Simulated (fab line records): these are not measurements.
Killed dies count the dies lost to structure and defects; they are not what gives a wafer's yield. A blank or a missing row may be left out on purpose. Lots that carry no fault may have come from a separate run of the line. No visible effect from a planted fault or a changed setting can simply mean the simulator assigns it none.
Which tool is to blame?	flow gf180mcu	13 lots with 39 wafers sampled at 2 steps, on a route of 602 steps

== WHAT THE GAUGES READ, wafer by wafer ==
GF_V5_OVL_MEAS_15. Usual: V5_OVL 1 nm, standard deviation 5.5.
lot	measured	on	V5_OVL (nm)	flag
L839	day 26 20:11	overlay-02	1 5 -2	
L840	day 27 07:43	overlay-01	6 3 2	
L844	day 29 00:43	overlay-02	12 6 -2	
L845	day 29 10:13	overlay-02	-6 -5 -11	
L846	day 29 14:58	overlay-01	6 1 4	
L847	day 29 18:29	overlay-02	10 12 4	
L852	day 31 06:43	overlay-02	1 8 2	
L853	day 31 09:52	overlay-02	-2 -1 1	
L856	day 32 04:29	overlay-02	0 3 -1	
L858	day 32 18:52	overlay-01	-2 -4 5	
L859	day 32 22:26	overlay-02	5 5 -4	
L860	day 33 03:37	overlay-02	3 -9 -4	
L862	day 33 15:03	overlay-01	0 6 5	

== WHICH TOOL RAN EACH LOT (tool, then ch and the chambers of the sampled wafers, then the start) ==
lot	GF_V3_STRIP_18
L839	plasma asher-03 ch 0,1, day 22 00:29
L840	plasma asher-02 ch 0,1, day 22 12:47
L844	plasma asher-03 ch 0,1, day 24 11:09
L845	plasma asher-03 ch 1, day 24 19:57
L846	plasma asher-04 ch 0,1, day 25 02:14
L847	plasma asher-04 ch 0,1, day 25 07:35
L852	plasma asher-04 ch 0,1, day 27 00:54
L853	plasma asher-04 ch 0,1, day 27 04:56
L856	plasma asher-03 ch 0,1, day 28 02:46
L858	plasma asher-03 ch 0,1, day 28 19:35
L859	plasma asher-02 ch 0,1, day 28 22:04
L860	plasma asher-03 ch 0,1, day 29 05:35
L862	plasma asher-04 ch 0,1, day 29 20:27
- GF_V3_STRIP_18: strips in O2/N2.

== AS READ BY THE TOOLS THEMSELVES (means over the sampled wafers that have a number; for cases with no such wafer, the mark the record gives instead) ==
GF_V3_STRIP_18. Usual: drypump motor current A 5.98 A, standard deviation 0.17; heater power w 317 W, standard deviation 27; o2 flow sccm 3000 sccm, standard deviation 8.3; oes product au 0.592 a.u., standard deviation 0.0046.
lot	tool	drypump motor current A (A)	heater power w (W)	o2 flow sccm (sccm)	oes product au (a.u.)	flag
L839	plasma asher-03	5.80	307	2991	0.588	
L840	plasma asher-02	6.09	343	3004	0.593	
L844	plasma asher-03	5.80	311	2996	0.592	
L845	plasma asher-03	5.68	315	2997	0.588	
L846	plasma asher-04	6.12	298	3002	0.592	
L847	plasma asher-04	6.16	308	3000	0.588	
L852	plasma asher-04	6.16	306	3004	0.595	
L853	plasma asher-04	6.12	299	2996	0.592	
L856	plasma asher-03	5.88	299	2998	0.593	
L858	plasma asher-03	5.81	310	3012	0.597	
L859	plasma asher-02	6.03	361	3009	0.590	
L860	plasma asher-03	5.80	308	3000	0.594	
L862	plasma asher-04	6.11	301	2998	0.592	

== THE ANSWER, worked out from the rows above alone ==
Rule: a lot counts as off when the mean over its wafers that have a number is more than 3 standard deviations away from the usual mean. Also off: a lot with no number at a reading for which 4 or more lots have one. Any other lot the step has rows for is counted as sound. After the gauges, taken in route order, come the tools' own readings; for these a lot's mean is taken, as printed above. At the first step where some lot is off, the reading lying furthest off is the one used; lots without a number count as furthest.
No lot is off on any of the readings shown, so nothing can be concluded from this.

== WHAT THE SIMULATOR HAD PUT IN ==
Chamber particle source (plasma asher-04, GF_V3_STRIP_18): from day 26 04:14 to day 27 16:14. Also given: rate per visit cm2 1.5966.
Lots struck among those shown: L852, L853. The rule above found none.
